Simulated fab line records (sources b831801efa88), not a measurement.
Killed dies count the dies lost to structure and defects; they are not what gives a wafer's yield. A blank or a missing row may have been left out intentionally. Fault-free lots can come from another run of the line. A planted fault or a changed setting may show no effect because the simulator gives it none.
fab line records / flow gf180mcu
record lots=7 wafers=21 last_day=34
route steps=602 shown HV_LDD@233 NSD@235
lots with no fault: from the same line, run without faults
start_h: hours from the record's opening day to when the first of the lot's shown wafers began / wait_h: hours from the lot's prior step to this one / " unchanged from the row above / L1.1+2: several wafers, shown together as one row / - no value, or no start was given / * or withheld: withheld / < > ~ a bound
route shown NAME@n: names a module that has steps shown in the file, with the first one's number in the route / usual: mean/standard deviation taken from wafers without a fault / same: alike in all rows / chamber/n: place in a boat / sites: per-site readings / _std_site: their standard deviation / _edge_site: inner sites' mean taken away from outer sites' mean / radius_mm: for every site, how far away it sits from the centre of the wafer / mask NAME#n: copy n / behind: the last tool/chamber to shape the wafer / hold: what put the lot on hold/how long, in hours/how the hold closed / device: the n, p or np transistor that did not switch / end of line: tests of these same wafers at the route's end / where a step has no rows: the recipe by itself / killed: the dies lost at the first sort to structure and to defects; this is not the yield of the wafer / map: dies across one wafer; x = killed, . = not, _ = none there
set.NAME: the run value of the setting; set.NAME@STEP: its run value at that earlier step / model.NAME: the simulator's own value behind a step, which no gauge read
a table for each step, a row for each wafer; lots at some steps of the route
services: a tool's chamber out of use, with start hour (start_h, from the record's first day; less than 0 if before it), hours out, and reason
## steps
# step GF_HV_LDD_THK_MEAS_57
# recipe reads=Si3N4_of_HV_LDD_CVD_56
# usual HV_LDD_CVD_56_THK=90.0/0.79
lot.wafer=L714.4 tool=film_metro-01 chamber=- start_h=304.62 wait_h=0.0 HV_LDD_CVD_56_THK[nm]=90.4
lot.wafer=L714.5 tool=film_metro-01 chamber=- start_h=304.62 wait_h=0.0 HV_LDD_CVD_56_THK[nm]=90.8
lot.wafer=L714.6 tool=film_metro-01 chamber=- start_h=304.62 wait_h=0.0 HV_LDD_CVD_56_THK[nm]=90.6
lot.wafer=L715.2 tool=film_metro-01 chamber=- start_h=315.66 wait_h=0.0 HV_LDD_CVD_56_THK[nm]=89.1
lot.wafer=L715.3 tool=film_metro-01 chamber=- start_h=315.66 wait_h=0.0 HV_LDD_CVD_56_THK[nm]=88.9
lot.wafer=L715.4 tool=film_metro-01 chamber=- start_h=315.66 wait_h=0.0 HV_LDD_CVD_56_THK[nm]=89.9
lot.wafer=L724.3 tool=film_metro-02 chamber=- start_h=378.75 wait_h=0.0 HV_LDD_CVD_56_THK[nm]=90.0
lot.wafer=L724.5 tool=film_metro-02 chamber=- start_h=378.75 wait_h=0.0 HV_LDD_CVD_56_THK[nm]=89.0
lot.wafer=L724.6 tool=film_metro-02 chamber=- start_h=378.75 wait_h=0.0 HV_LDD_CVD_56_THK[nm]=89.0
lot.wafer=L725.1 tool=film_metro-04 chamber=- start_h=380.12 wait_h=0.0 HV_LDD_CVD_56_THK[nm]=90.7
lot.wafer=L725.2 tool=film_metro-04 chamber=- start_h=380.12 wait_h=0.0 HV_LDD_CVD_56_THK[nm]=90.0
lot.wafer=L725.3 tool=film_metro-04 chamber=- start_h=380.12 wait_h=0.0 HV_LDD_CVD_56_THK[nm]=91.0
lot.wafer=L726.2 tool=film_metro-01 chamber=- start_h=388.40 wait_h=0.0 HV_LDD_CVD_56_THK[nm]=88.8
lot.wafer=L726.4 tool=film_metro-01 chamber=- start_h=388.40 wait_h=0.0 HV_LDD_CVD_56_THK[nm]=90.0
lot.wafer=L726.6 tool=film_metro-01 chamber=- start_h=388.40 wait_h=0.0 HV_LDD_CVD_56_THK[nm]=89.0
lot.wafer=L733.1 tool=film_metro-04 chamber=- start_h=440.61 wait_h=0.0 HV_LDD_CVD_56_THK[nm]=89.9
lot.wafer=L733.2 tool=film_metro-04 chamber=- start_h=440.61 wait_h=0.0 HV_LDD_CVD_56_THK[nm]=90.5
lot.wafer=L733.4 tool=film_metro-04 chamber=- start_h=440.61 wait_h=0.0 HV_LDD_CVD_56_THK[nm]=90.2
lot.wafer=L734.2 tool=film_metro-01 chamber=- start_h=447.31 wait_h=0.0 HV_LDD_CVD_56_THK[nm]=89.2
lot.wafer=L734.4 tool=film_metro-01 chamber=- start_h=447.31 wait_h=0.0 HV_LDD_CVD_56_THK[nm]=90.0
lot.wafer=L734.6 tool=film_metro-01 chamber=- start_h=447.31 wait_h=0.0 HV_LDD_CVD_56_THK[nm]=89.5
# step GF_HV_LDD_ETCHBACK_58
# recipe chemistry=CH3F/O2 target=Si3N4 stop_on=SiO2 source_w=400 bias_w=80 pressure_mtorr=25 ch3f_flow_sccm=40 O2_flow_sccm=30 time_s=100 target_depth_a=900
# usual bias_w=80.01/0.24 drypump_motor_current_A=5.6/0.43 oes_product_au=0.843/0.0067 throttle_valve_pct=10.562/0.0092
lot.wafer=L714.4 tool=rie_diel-03 chamber=1 start_h=304.65 wait_h=0.0 bias_w=79.74 drypump_motor_current_A=6.3 oes_product_au=0.844 rf_hours_counter_h=7 throttle_valve_pct=10.557
lot.wafer=L714.5 tool=rie_diel-03 chamber=0 start_h=304.65 wait_h=0.0 bias_w=80.07 drypump_motor_current_A=5.9 oes_product_au=0.853 rf_hours_counter_h=- throttle_valve_pct=10.558
lot.wafer=L714.6 tool=rie_diel-03 chamber=3 start_h=304.65 wait_h=0.0 bias_w=80.08 drypump_motor_current_A=5.9 oes_product_au=0.847 rf_hours_counter_h=- throttle_valve_pct=10.575
lot.wafer=L715.2 tool=rie_diel-04 chamber=2 start_h=315.71 wait_h=0.0 bias_w=79.87 drypump_motor_current_A=5.1 oes_product_au=0.844 rf_hours_counter_h=13 throttle_valve_pct=10.563
lot.wafer=L715.3 tool=rie_diel-04 chamber=0 start_h=315.71 wait_h=0.0 bias_w=80.27 drypump_motor_current_A=5.9 oes_product_au=0.835 rf_hours_counter_h=3 throttle_valve_pct=10.575
lot.wafer=L715.4 tool=rie_diel-04 chamber=3 start_h=315.71 wait_h=0.0 bias_w=80.05 drypump_motor_current_A=5.2 oes_product_au=0.842 rf_hours_counter_h=3 throttle_valve_pct=10.563
lot.wafer=L724.3 tool=rie_diel-03 chamber=0 start_h=378.79 wait_h=0.0 bias_w=79.72 drypump_motor_current_A=5.8 oes_product_au=0.842 rf_hours_counter_h=121 throttle_valve_pct=10.561
lot.wafer=L724.5 tool=rie_diel-03 chamber=2 start_h=378.79 wait_h=0.0 bias_w=79.66 drypump_motor_current_A=5.2 oes_product_au=0.835 rf_hours_counter_h=- throttle_valve_pct=10.559
lot.wafer=L724.6 tool=rie_diel-03 chamber=0 start_h=378.79 wait_h=0.0 bias_w=80.17 drypump_motor_current_A=5.8 oes_product_au=0.834 rf_hours_counter_h=- throttle_valve_pct=10.544
lot.wafer=L725.1 tool=rie_diel-01 chamber=0 start_h=380.18 wait_h=0.1 bias_w=79.48 drypump_motor_current_A=6.1 oes_product_au=0.838 rf_hours_counter_h=1 throttle_valve_pct=10.560
lot.wafer=L725.2 tool=rie_diel-01 chamber=2 start_h=380.18 wait_h=0.1 bias_w=79.85 drypump_motor_current_A=5.7 oes_product_au=0.845 rf_hours_counter_h=6 throttle_valve_pct=10.555
lot.wafer=L725.3 tool=rie_diel-01 chamber=1 start_h=380.18 wait_h=0.1 bias_w=80.16 drypump_motor_current_A=4.9 oes_product_au=0.851 rf_hours_counter_h=103 throttle_valve_pct=10.546
lot.wafer=L726.2 tool=rie_diel-03 chamber=1 start_h=388.45 wait_h=0.0 bias_w=80.21 drypump_motor_current_A=6.3 oes_product_au=0.833 rf_hours_counter_h=9 throttle_valve_pct=10.552
lot.wafer=L726.4 tool=rie_diel-03 chamber=3 start_h=388.45 wait_h=0.0 bias_w=80.00 drypump_motor_current_A=5.8 oes_product_au=0.842 rf_hours_counter_h=- throttle_valve_pct=10.555
lot.wafer=L726.6 tool=rie_diel-03 chamber=1 start_h=388.45 wait_h=0.0 bias_w=80.00 drypump_motor_current_A=6.3 oes_product_au=0.835 rf_hours_counter_h=- throttle_valve_pct=10.560
lot.wafer=L733.1 tool=rie_diel-01 chamber=0 start_h=440.67 wait_h=0.1 bias_w=79.88 drypump_motor_current_A=6.0 oes_product_au=0.846 rf_hours_counter_h=4 throttle_valve_pct=10.557
lot.wafer=L733.2 tool=rie_diel-01 chamber=2 start_h=440.67 wait_h=0.1 bias_w=80.22 drypump_motor_current_A=5.6 oes_product_au=0.849 rf_hours_counter_h=7 throttle_valve_pct=10.572
lot.wafer=L733.4 tool=rie_diel-01 chamber=1 start_h=440.67 wait_h=0.1 bias_w=80.09 drypump_motor_current_A=4.9 oes_product_au=0.844 rf_hours_counter_h=- throttle_valve_pct=10.557
lot.wafer=L734.2 tool=rie_diel-04 chamber=0 start_h=447.36 wait_h=0.0 bias_w=80.20 drypump_motor_current_A=5.9 oes_product_au=0.832 rf_hours_counter_h=7 throttle_valve_pct=10.563
lot.wafer=L734.4 tool=rie_diel-04 chamber=3 start_h=447.36 wait_h=0.0 bias_w=80.23 drypump_motor_current_A=5.3 oes_product_au=0.842 rf_hours_counter_h=6 throttle_valve_pct=10.551
lot.wafer=L734.6 tool=rie_diel-04 chamber=3 start_h=447.36 wait_h=0.0 bias_w=80.44 drypump_motor_current_A=5.3 oes_product_au=0.839 rf_hours_counter_h=- throttle_valve_pct=10.570
# step GF_NSD_DEHYDRATE_00
# recipe temp_c=200 time_s=60
# step GF_NSD_HMDS_01
# recipe prime_time_s=60 prime_temp_c=120
# step GF_NSD_COAT_02
# recipe resist=NOVOLAK spin_rpm=3000 resist_thk_nm=1000
# step GF_NSD_SOFTBAKE_03
# recipe temp_c=89.53 time_s=60 resist=NOVOLAK
# step GF_NSD_EXPOSE_04
# recipe mask_id=Nplus target_cd_nm=400 na=0.6 source_shape=conventional sigma_outer=0.6 dose_mj=140
# step GF_NSD_PEB_05
# recipe temp_c=withheld time_s=* resist=NOVOLAK
# step GF_NSD_DEVELOP_06
# recipe develop_time_s=60 dev_temp_c=23
# step GF_NSD_CD_MEAS_07
# recipe target_cd_nm=400
# usual cd_nm=400.1/2.1
lot.wafer=L714.4 tool=cd_sem-01 chamber=- start_h=325.71 wait_h=0.1 cd_nm=400.4
lot.wafer=L714.5 tool=cd_sem-01 chamber=- start_h=325.71 wait_h=0.1 cd_nm=402.8
lot.wafer=L714.6 tool=cd_sem-01 chamber=- start_h=325.71 wait_h=0.1 cd_nm=401.7
lot.wafer=L715.2 tool=cd_sem-02 chamber=- start_h=336.90 wait_h=0.1 cd_nm=401.9
lot.wafer=L715.3 tool=cd_sem-02 chamber=- start_h=336.90 wait_h=0.1 cd_nm=400.4
lot.wafer=L715.4 tool=cd_sem-02 chamber=- start_h=336.90 wait_h=0.1 cd_nm=402.2
lot.wafer=L724.3 tool=cd_sem-01 chamber=- start_h=401.89 wait_h=0.1 cd_nm=400.6
lot.wafer=L724.5 tool=cd_sem-01 chamber=- start_h=401.89 wait_h=0.1 cd_nm=399.9
lot.wafer=L724.6 tool=cd_sem-01 chamber=- start_h=401.89 wait_h=0.1 cd_nm=401.0
lot.wafer=L725.1 tool=cd_sem-02 chamber=- start_h=402.98 wait_h=0.1 cd_nm=397.6
lot.wafer=L725.2 tool=cd_sem-02 chamber=- start_h=402.98 wait_h=0.1 cd_nm=398.1
lot.wafer=L725.3 tool=cd_sem-02 chamber=- start_h=402.98 wait_h=0.1 cd_nm=397.5
lot.wafer=L726.2 tool=cd_sem-01 chamber=- start_h=411.22 wait_h=0.1 cd_nm=399.3
lot.wafer=L726.4 tool=cd_sem-01 chamber=- start_h=411.22 wait_h=0.1 cd_nm=399.8
lot.wafer=L726.6 tool=cd_sem-01 chamber=- start_h=411.22 wait_h=0.1 cd_nm=399.1
lot.wafer=L733.1 tool=cd_sem-02 chamber=- start_h=464.78 wait_h=0.1 cd_nm=401.8
lot.wafer=L733.2 tool=cd_sem-02 chamber=- start_h=464.78 wait_h=0.1 cd_nm=400.0
lot.wafer=L733.4 tool=cd_sem-02 chamber=- start_h=464.78 wait_h=0.1 cd_nm=400.6
lot.wafer=L734.2 tool=cd_sem-02 chamber=- start_h=471.70 wait_h=0.1 cd_nm=398.0
lot.wafer=L734.4 tool=cd_sem-02 chamber=- start_h=471.70 wait_h=0.1 cd_nm=399.5
lot.wafer=L734.6 tool=cd_sem-02 chamber=- start_h=471.70 wait_h=0.1 cd_nm=398.2
# step GF_NSD_OVL_MEAS_08
# usual NSD_OVL=-1.1/1.7
lot.wafer=L714.4 tool=overlay-01 chamber=- start_h=325.79 wait_h=0.1 NSD_OVL[nm]=-2.4
lot.wafer=L714.5 tool=overlay-01 chamber=- start_h=325.79 wait_h=0.1 NSD_OVL[nm]=-1.4
lot.wafer=L714.6 tool=overlay-01 chamber=- start_h=325.79 wait_h=0.1 NSD_OVL[nm]=-3.2
lot.wafer=L715.2 tool=overlay-02 chamber=- start_h=337.01 wait_h=0.1 NSD_OVL[nm]=0.2
lot.wafer=L715.3 tool=overlay-02 chamber=- start_h=337.01 wait_h=0.1 NSD_OVL[nm]=-0.7
lot.wafer=L715.4 tool=overlay-02 chamber=- start_h=337.01 wait_h=0.1 NSD_OVL[nm]=0.0
lot.wafer=L724.3 tool=overlay-01 chamber=- start_h=401.98 wait_h=0.1 NSD_OVL[nm]=-1.8
lot.wafer=L724.5 tool=overlay-01 chamber=- start_h=401.98 wait_h=0.1 NSD_OVL[nm]=-2.9
lot.wafer=L724.6 tool=overlay-01 chamber=- start_h=401.98 wait_h=0.1 NSD_OVL[nm]=-2.5
lot.wafer=L725.1 tool=overlay-01 chamber=- start_h=403.10 wait_h=0.1 NSD_OVL[nm]=-0.9
lot.wafer=L725.2 tool=overlay-01 chamber=- start_h=403.10 wait_h=0.1 NSD_OVL[nm]=-1.4
lot.wafer=L725.3 tool=overlay-01 chamber=- start_h=403.10 wait_h=0.1 NSD_OVL[nm]=-2.9
lot.wafer=L726.2 tool=overlay-02 chamber=- start_h=411.33 wait_h=0.1 NSD_OVL[nm]=-0.1
lot.wafer=L726.4 tool=overlay-02 chamber=- start_h=411.33 wait_h=0.1 NSD_OVL[nm]=-0.7
lot.wafer=L726.6 tool=overlay-02 chamber=- start_h=411.33 wait_h=0.1 NSD_OVL[nm]=3.8
lot.wafer=L733.1 tool=overlay-01 chamber=- start_h=464.90 wait_h=0.1 NSD_OVL[nm]=-2.4
lot.wafer=L733.2 tool=overlay-01 chamber=- start_h=464.90 wait_h=0.1 NSD_OVL[nm]=-2.8
lot.wafer=L733.4 tool=overlay-01 chamber=- start_h=464.90 wait_h=0.1 NSD_OVL[nm]=-4.3
lot.wafer=L734.2 tool=overlay-02 chamber=- start_h=471.81 wait_h=0.1 NSD_OVL[nm]=-0.4
lot.wafer=L734.4 tool=overlay-02 chamber=- start_h=471.81 wait_h=0.1 NSD_OVL[nm]=2.7
lot.wafer=L734.6 tool=overlay-02 chamber=- start_h=471.81 wait_h=0.1 NSD_OVL[nm]=-0.1
# step GF_NSD_IMPLANT_09
# recipe species=As energy_kev=60 dose_cm2=4e+15 tilt_deg=7
# step GF_NSD_IMPLANT_10
# recipe species=P energy_kev=40 dose_cm2=5e+14 tilt_deg=7
# usual beam_energy_keV=40.001/0.012
# same implant_ion_amu=31
lot.wafer=L714.4 tool=implanter-02 chamber=0 start_h=326.03 wait_h=0.1 beam_energy_keV=40.016 model.implant.rp_nm=48.2 model.implant.drp_nm=21.16
lot.wafer=L714.5 tool=implanter-02 chamber=0 start_h=326.03 wait_h=0.1 beam_energy_keV=40.009 model.implant.rp_nm=48.2 model.implant.drp_nm=21.16
lot.wafer=L714.6 tool=implanter-02 chamber=0 start_h=326.03 wait_h=0.1 beam_energy_keV=40.005 model.implant.rp_nm=48.2 model.implant.drp_nm=21.16
lot.wafer=L715.2 tool=implanter-01 chamber=0 start_h=337.21 wait_h=0.1 beam_energy_keV=39.982 model.implant.rp_nm=47.4 model.implant.drp_nm=21.16
lot.wafer=L715.3 tool=implanter-01 chamber=0 start_h=337.21 wait_h=0.1 beam_energy_keV=39.992 model.implant.rp_nm=47.4 model.implant.drp_nm=21.16
lot.wafer=L715.4 tool=implanter-01 chamber=0 start_h=337.21 wait_h=0.1 beam_energy_keV=40.002 model.implant.rp_nm=47.4 model.implant.drp_nm=21.16
lot.wafer=L724.3 tool=implanter-01 chamber=0 start_h=402.21 wait_h=0.1 beam_energy_keV=43.564 model.implant.rp_nm=53.92 model.implant.drp_nm=22.74
lot.wafer=L724.5 tool=implanter-01 chamber=0 start_h=402.21 wait_h=0.1 beam_energy_keV=43.551 model.implant.rp_nm=53.92 model.implant.drp_nm=22.74
lot.wafer=L724.6 tool=implanter-01 chamber=0 start_h=402.21 wait_h=0.1 beam_energy_keV=43.548 model.implant.rp_nm=53.92 model.implant.drp_nm=22.74
lot.wafer=L725.1 tool=implanter-01 chamber=0 start_h=403.29 wait_h=0.1 beam_energy_keV=43.568 model.implant.rp_nm=52.47 model.implant.drp_nm=22.74
lot.wafer=L725.2 tool=implanter-01 chamber=0 start_h=403.29 wait_h=0.1 beam_energy_keV=43.575 model.implant.rp_nm=52.47 model.implant.drp_nm=22.74
lot.wafer=L725.3 tool=implanter-01 chamber=0 start_h=403.29 wait_h=0.1 beam_energy_keV=43.597 model.implant.rp_nm=52.47 model.implant.drp_nm=22.74
lot.wafer=L726.2 tool=implanter-01 chamber=0 start_h=411.53 wait_h=0.1 beam_energy_keV=43.544 model.implant.rp_nm=50.92 model.implant.drp_nm=22.74
lot.wafer=L726.4 tool=implanter-01 chamber=0 start_h=411.53 wait_h=0.1 beam_energy_keV=43.559 model.implant.rp_nm=50.92 model.implant.drp_nm=22.74
lot.wafer=L726.6 tool=implanter-01 chamber=0 start_h=411.53 wait_h=0.1 beam_energy_keV=43.559 model.implant.rp_nm=50.92 model.implant.drp_nm=22.74
lot.wafer=L733.1 tool=implanter-04 chamber=0 start_h=465.09 wait_h=0.1 beam_energy_keV=39.992 model.implant.rp_nm=48.46 model.implant.drp_nm=21.16
lot.wafer=L733.2 tool=implanter-04 chamber=0 start_h=465.09 wait_h=0.1 beam_energy_keV=39.979 model.implant.rp_nm=48.46 model.implant.drp_nm=21.16
lot.wafer=L733.4 tool=implanter-04 chamber=0 start_h=465.09 wait_h=0.1 beam_energy_keV=39.999 model.implant.rp_nm=48.46 model.implant.drp_nm=21.16
lot.wafer=L734.2 tool=implanter-02 chamber=0 start_h=472.01 wait_h=0.1 beam_energy_keV=39.994 model.implant.rp_nm=45.73 model.implant.drp_nm=21.16
lot.wafer=L734.4 tool=implanter-02 chamber=0 start_h=472.01 wait_h=0.1 beam_energy_keV=39.985 model.implant.rp_nm=45.73 model.implant.drp_nm=21.16
lot.wafer=L734.6 tool=implanter-02 chamber=0 start_h=472.01 wait_h=0.1 beam_energy_keV=39.984 model.implant.rp_nm=45.73 model.implant.drp_nm=21.16
# step GF_NSD_STRIP_11
# recipe chemistry=O2/N2 power_w=1400 pressure_mtorr=1500 platen_temp_c=250 o2_flow_sccm=3000 n2_flow_sccm=300 overash_fraction=0.5
# usual drypump_motor_current_A=5.6/0.39 heater_power_w=358/26 o2_flow_sccm=3001/8.9 oes_product_au=0.487/0.0044 strip_time_to_endpoint_s=23.01/0.036
lot.wafer=L714.4 tool=plasma_asher-01 chamber=1 start_h=326.14 wait_h=0.1 drypump_motor_current_A=5.4 heater_power_w=333 o2_flow_sccm=3003 oes_product_au=0.484 rf_hours_counter_h=- strip_time_to_endpoint_s=23.01
lot.wafer=L714.5 tool=plasma_asher-01 chamber=1 start_h=326.14 wait_h=0.1 drypump_motor_current_A=5.4 heater_power_w=334 o2_flow_sccm=3001 oes_product_au=0.489 rf_hours_counter_h=- strip_time_to_endpoint_s=23.00
lot.wafer=L714.6 tool=plasma_asher-01 chamber=0 start_h=326.14 wait_h=0.1 drypump_motor_current_A=5.8 heater_power_w=360 o2_flow_sccm=3001 oes_product_au=0.488 rf_hours_counter_h=- strip_time_to_endpoint_s=23.01
lot.wafer=L715.2 tool=plasma_asher-03 chamber=1 start_h=337.34 wait_h=0.1 drypump_motor_current_A=5.6 heater_power_w=393 o2_flow_sccm=2999 oes_product_au=0.487 rf_hours_counter_h=66 strip_time_to_endpoint_s=23.02
lot.wafer=L715.3 tool=plasma_asher-03 chamber=0 start_h=337.34 wait_h=0.1 drypump_motor_current_A=6.4 heater_power_w=382 o2_flow_sccm=3013 oes_product_au=0.485 rf_hours_counter_h=- strip_time_to_endpoint_s=22.99
lot.wafer=L715.4 tool=plasma_asher-03 chamber=1 start_h=337.34 wait_h=0.1 drypump_motor_current_A=5.6 heater_power_w=400 o2_flow_sccm=3001 oes_product_au=0.492 rf_hours_counter_h=- strip_time_to_endpoint_s=23.05
lot.wafer=L724.3 tool=plasma_asher-02 chamber=1 start_h=402.34 wait_h=0.1 drypump_motor_current_A=5.4 heater_power_w=347 o2_flow_sccm=3012 oes_product_au=0.487 rf_hours_counter_h=- strip_time_to_endpoint_s=23.19
lot.wafer=L724.5 tool=plasma_asher-02 chamber=1 start_h=402.34 wait_h=0.1 drypump_motor_current_A=5.4 heater_power_w=364 o2_flow_sccm=3007 oes_product_au=0.481 rf_hours_counter_h=- strip_time_to_endpoint_s=23.19
lot.wafer=L724.6 tool=plasma_asher-02 chamber=0 start_h=402.34 wait_h=0.1 drypump_motor_current_A=5.1 heater_power_w=329 o2_flow_sccm=2998 oes_product_au=0.489 rf_hours_counter_h=- strip_time_to_endpoint_s=23.22
lot.wafer=L725.1 tool=plasma_asher-01 chamber=0 start_h=403.44 wait_h=0.1 drypump_motor_current_A=5.8 heater_power_w=352 o2_flow_sccm=3009 oes_product_au=0.480 rf_hours_counter_h=79 strip_time_to_endpoint_s=23.17
lot.wafer=L725.2 tool=plasma_asher-01 chamber=1 start_h=403.44 wait_h=0.1 drypump_motor_current_A=5.4 heater_power_w=334 o2_flow_sccm=2985 oes_product_au=0.484 rf_hours_counter_h=79 strip_time_to_endpoint_s=23.19
lot.wafer=L725.3 tool=plasma_asher-01 chamber=0 start_h=403.44 wait_h=0.1 drypump_motor_current_A=5.8 heater_power_w=367 o2_flow_sccm=3002 oes_product_au=0.485 rf_hours_counter_h=- strip_time_to_endpoint_s=23.14
lot.wafer=L726.2 tool=plasma_asher-03 chamber=0 start_h=411.66 wait_h=0.1 drypump_motor_current_A=6.4 heater_power_w=382 o2_flow_sccm=3009 oes_product_au=0.483 rf_hours_counter_h=73 strip_time_to_endpoint_s=23.16
lot.wafer=L726.4 tool=plasma_asher-03 chamber=0 start_h=411.66 wait_h=0.1 drypump_motor_current_A=6.4 heater_power_w=375 o2_flow_sccm=3005 oes_product_au=0.487 rf_hours_counter_h=- strip_time_to_endpoint_s=23.12
lot.wafer=L726.6 tool=plasma_asher-03 chamber=1 start_h=411.66 wait_h=0.1 drypump_motor_current_A=5.6 heater_power_w=408 o2_flow_sccm=3000 oes_product_au=0.479 rf_hours_counter_h=- strip_time_to_endpoint_s=23.13
lot.wafer=L733.1 tool=plasma_asher-01 chamber=0 start_h=465.24 wait_h=0.1 drypump_motor_current_A=5.8 heater_power_w=367 o2_flow_sccm=3012 oes_product_au=0.494 rf_hours_counter_h=86 strip_time_to_endpoint_s=23.02
lot.wafer=L733.2 tool=plasma_asher-01 chamber=1 start_h=465.24 wait_h=0.1 drypump_motor_current_A=5.4 heater_power_w=331 o2_flow_sccm=2987 oes_product_au=0.482 rf_hours_counter_h=86 strip_time_to_endpoint_s=23.04
lot.wafer=L733.4 tool=plasma_asher-01 chamber=0 start_h=465.24 wait_h=0.1 drypump_motor_current_A=5.8 heater_power_w=363 o2_flow_sccm=2993 oes_product_au=0.485 rf_hours_counter_h=- strip_time_to_endpoint_s=22.99
lot.wafer=L734.2 tool=plasma_asher-01 chamber=0 start_h=472.14 wait_h=0.1 drypump_motor_current_A=5.8 heater_power_w=369 o2_flow_sccm=2987 oes_product_au=0.485 rf_hours_counter_h=87 strip_time_to_endpoint_s=23.06
lot.wafer=L734.4 tool=plasma_asher-01 chamber=1 start_h=472.14 wait_h=0.1 drypump_motor_current_A=5.4 heater_power_w=335 o2_flow_sccm=3005 oes_product_au=0.490 rf_hours_counter_h=- strip_time_to_endpoint_s=23.06
lot.wafer=L734.6 tool=plasma_asher-01 chamber=0 start_h=472.14 wait_h=0.1 drypump_motor_current_A=5.8 heater_power_w=366 o2_flow_sccm=2984 oes_product_au=0.492 rf_hours_counter_h=- strip_time_to_endpoint_s=23.08
# step GF_NSD_TW_MEAS_12
# usual NSD_TW=4250/53
lot.wafer=L714.4 tool=film_metro-03 chamber=- start_h=326.24 wait_h=0.1 NSD_TW=4317
lot.wafer=L714.5 tool=film_metro-03 chamber=- start_h=326.24 wait_h=0.1 NSD_TW=4313
lot.wafer=L714.6 tool=film_metro-03 chamber=- start_h=326.24 wait_h=0.1 NSD_TW=4309
lot.wafer=L715.2 tool=film_metro-04 chamber=- start_h=337.45 wait_h=0.1 NSD_TW=4232
lot.wafer=L715.3 tool=film_metro-04 chamber=- start_h=337.45 wait_h=0.1 NSD_TW=4203
lot.wafer=L715.4 tool=film_metro-04 chamber=- start_h=337.45 wait_h=0.1 NSD_TW=4219
lot.wafer=L724.3 tool=film_metro-04 chamber=- start_h=402.43 wait_h=0.1 NSD_TW=4243
lot.wafer=L724.5 tool=film_metro-04 chamber=- start_h=402.43 wait_h=0.1 NSD_TW=4259
lot.wafer=L724.6 tool=film_metro-04 chamber=- start_h=402.43 wait_h=0.1 NSD_TW=4259
lot.wafer=L725.1 tool=film_metro-02 chamber=- start_h=403.54 wait_h=0.1 NSD_TW=4213
lot.wafer=L725.2 tool=film_metro-02 chamber=- start_h=403.54 wait_h=0.1 NSD_TW=4232
lot.wafer=L725.3 tool=film_metro-02 chamber=- start_h=403.54 wait_h=0.1 NSD_TW=4219
lot.wafer=L726.2 tool=film_metro-04 chamber=- start_h=411.77 wait_h=0.1 NSD_TW=4275
lot.wafer=L726.4 tool=film_metro-04 chamber=- start_h=411.77 wait_h=0.1 NSD_TW=4266
lot.wafer=L726.6 tool=film_metro-04 chamber=- start_h=411.77 wait_h=0.1 NSD_TW=4272
lot.wafer=L733.1 tool=film_metro-04 chamber=- start_h=465.34 wait_h=0.1 NSD_TW=4240
lot.wafer=L733.2 tool=film_metro-04 chamber=- start_h=465.34 wait_h=0.1 NSD_TW=4261
lot.wafer=L733.4 tool=film_metro-04 chamber=- start_h=465.34 wait_h=0.1 NSD_TW=4249
lot.wafer=L734.2 tool=film_metro-04 chamber=- start_h=472.25 wait_h=0.1 NSD_TW=4201
lot.wafer=L734.4 tool=film_metro-04 chamber=- start_h=472.25 wait_h=0.1 NSD_TW=4247
lot.wafer=L734.6 tool=film_metro-04 chamber=- start_h=472.25 wait_h=0.1 NSD_TW=4250
## services
tool=rie_diel-01 chamber=3 start_h=288.71 hours=6.9 kind=repair
tool=implanter-02 chamber=- start_h=297.28 hours=6.0 kind=repair
tool=plasma_asher-02 chamber=- start_h=300.93 hours=0.8 kind=repair
tool=rie_diel-01 chamber=0 start_h=312.72 hours=- kind=clean
tool=implanter-01 chamber=- start_h=318.87 hours=4.0 kind=repair
tool=implanter-01 chamber=- start_h=327.13 hours=4.7 kind=pm
tool=rie_diel-04 chamber=0 start_h=339.03 hours=7.4 kind=repair
tool=rie_diel-03 chamber=3 start_h=340.36 hours=35.3 kind=repair
tool=plasma_asher-02 chamber=- start_h=340.67 hours=1.4 kind=repair
tool=implanter-04 chamber=- start_h=353.41 hours=2.2 kind=repair
tool=implanter-01 chamber=- start_h=361.51 hours=2.9 kind=repair
tool=implanter-04 chamber=- start_h=364.63 hours=0.7 kind=repair
tool=rie_diel-03 chamber=1 start_h=372.14 hours=9.9 kind=repair
tool=plasma_asher-02 chamber=- start_h=379.15 hours=14.6 kind=pm
tool=rie_diel-01 chamber=3 start_h=380.13 hours=89.8 kind=repair
tool=rie_diel-03 chamber=0 start_h=382.09 hours=- kind=clean
tool=rie_diel-03 chamber=0 start_h=382.09 hours=16.8 kind=scheduled_down
tool=rie_diel-03 chamber=0 start_h=382.09 hours=16.8 kind=vent_cycle
tool=rie_diel-01 chamber=2 start_h=403.30 hours=17.7 kind=repair
tool=plasma_asher-03 chamber=- start_h=421.25 hours=9.0 kind=pm
tool=implanter-02 chamber=- start_h=430.45 hours=2.4 kind=pm
tool=implanter-04 chamber=- start_h=443.22 hours=4.5 kind=repair
tool=plasma_asher-03 chamber=- start_h=461.96 hours=15.6 kind=pm
tool=rie_diel-01 chamber=2 start_h=466.39 hours=15.8 kind=repair
## key
first_sign step=GF_NSD_IMPLANT_10 reading=beam_energy_keV direction=up sigmas=99+ usual=40.001 struck=43.563
effect step=GF_NSD_STRIP_11 reading=strip_time_to_endpoint_s direction=up sigmas=4.5 usual=* struck=*
model_effect step=GF_NSD_IMPLANT_10 value=implant.rp_nm without=48.21 struck=52.44
met_at GF_NSD_IMPLANT_10
struck_wafers L724.3,L724.5,L724.6,L725.1,L725.2,L725.3,L726.2,L726.4,L726.6
tester_left_out L724,L725,L726
onset_between 337.21 402.21
fault kind=process_parameter_drift tool=implanter-01 chamber=- onset_h=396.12 steps=GF_NSD_IMPLANT_10 channel=energy_kev offset=3.5502 shape=step end_h=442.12 acts_in=these_recipes_only stated=40
# tester_left_out: of these lots the tester's yield and bins aren't shown, on N5 and GAA mostly nor the transistor test; their killed dies are dies lost to structure and defects alone, not to doping, threshold or leakage, so they don't give the yield
